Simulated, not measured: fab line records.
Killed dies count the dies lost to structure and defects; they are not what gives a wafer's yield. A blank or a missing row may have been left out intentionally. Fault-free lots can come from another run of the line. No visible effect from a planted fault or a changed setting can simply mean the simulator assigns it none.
Struck lot and sound lot, side by side | flow sky130 | 14 out of 708 route steps
Sound: the wafers L389.2, L389.5, L389.6. Wafers struck: L381.1, L381.5, L381.6. Last of all comes the cause.
At each step with rows: each side's tool, then ch and its chambers, then its first start. Under that, the readings that differ: sound wafers | struck wafers | difference of the means | sigmas: that difference in standard deviations of wafers without a fault.
alike: readings whose means differ by less than 2 such deviations, and words and numbers that are the same on both sides. not compared: withheld readings, readings that some wafer has no value for, bounds like >300 that may hide the same value, and numbers for which the record gives no deviation and whose values overlap.
A row with sigmas, a row that says differs or no value, or rows on one side alone: a step with any of these is where the two part. When numbers do not overlap yet have no deviation, they are printed without sigmas and do not part them. A reading missing from all wafers of one side parts the sides only when that side holds two or more wafers.

SKY_CONTACT_THK_MEAS_01:
  struck on film-metro-04, day 34 11:49; sound on film-metro-04, day 36 16:55
  alike: CONTACT_CVD_00_THK
then, 1 step without rows for these wafers: SKY_CONTACT_HDPCVD_02 (deposits SiO2, target thk 565 nm, time 94.2 s).
SKY_CONTACT_THK_MEAS_03:
  struck on film-metro-02, day 34 11:56; sound on film-metro-03, day 36 17:03
  alike: CONTACT_HDPCVD_THK
SKY_CONTACT_CMP_04: polishes SiO2.
  sound on cmp-02 ch 0,3, day 36 17:06; struck on cmp-02 ch 0,1,3, day 34 12:09
  alike: head-pressure-psi, motor-current-A, slurry-filter-dp-kPa, time-to-endpoint-s
SKY_CONTACT_BOW_MEAS_05:
  struck on film-metro-03, day 34 12:18; sound on film-metro-02, day 36 17:25
  alike: CONTACT_BOW
then, 7 steps without rows for these wafers: SKY_CONTACT_DEHYDRATE_06 (time 60 s); SKY_CONTACT_HMDS_07 (prime time 60 s); SKY_CONTACT_COAT_08 (resist thk 60 nm); SKY_CONTACT_COAT_09 (resist thk 450 nm); SKY_CONTACT_SOFTBAKE_10 (time 90 s); SKY_CONTACT_EXPOSE_11 (exposes mask CTM1, target cd 170 nm); SKY_CONTACT_PEB_12.
SKY_CONTACT_DEVELOP_13: develop time 60 s.
  sound on litho-track-03 ch 0, day 37 19:00; struck on litho-track-03, day 35 14:00
  no value came back on the struck wafers for chill-plate-temp-C (C), develop-time-s (s); on the sound wafers chill-plate-temp-C (C) reads 23.01 22.94 22.91
  reading                                        | sound             | struck          | difference | sigmas
  model.KrF-thick_of_CONTACT_COAT_09.thk-nm (nm) | 436.6 435.9 436.6 | 453 452.3 452.3 | +16        |
SKY_CONTACT_CD_MEAS_14: the cd target is 170 nm.
  struck on cd-sem-02, day 35 14:41; sound on cd-sem-01, day 37 19:22
  reading    | sound             | struck | difference                    | sigmas
  cd-nm (nm) | 175.1 174.5 175.5 | - - -  | no value on the struck wafers |

## WHERE THEY PART
First at SKY_CONTACT_DEVELOP_13; last, within this record, at SKY_CONTACT_CD_MEAS_14.

WHY: what the simulator had put in
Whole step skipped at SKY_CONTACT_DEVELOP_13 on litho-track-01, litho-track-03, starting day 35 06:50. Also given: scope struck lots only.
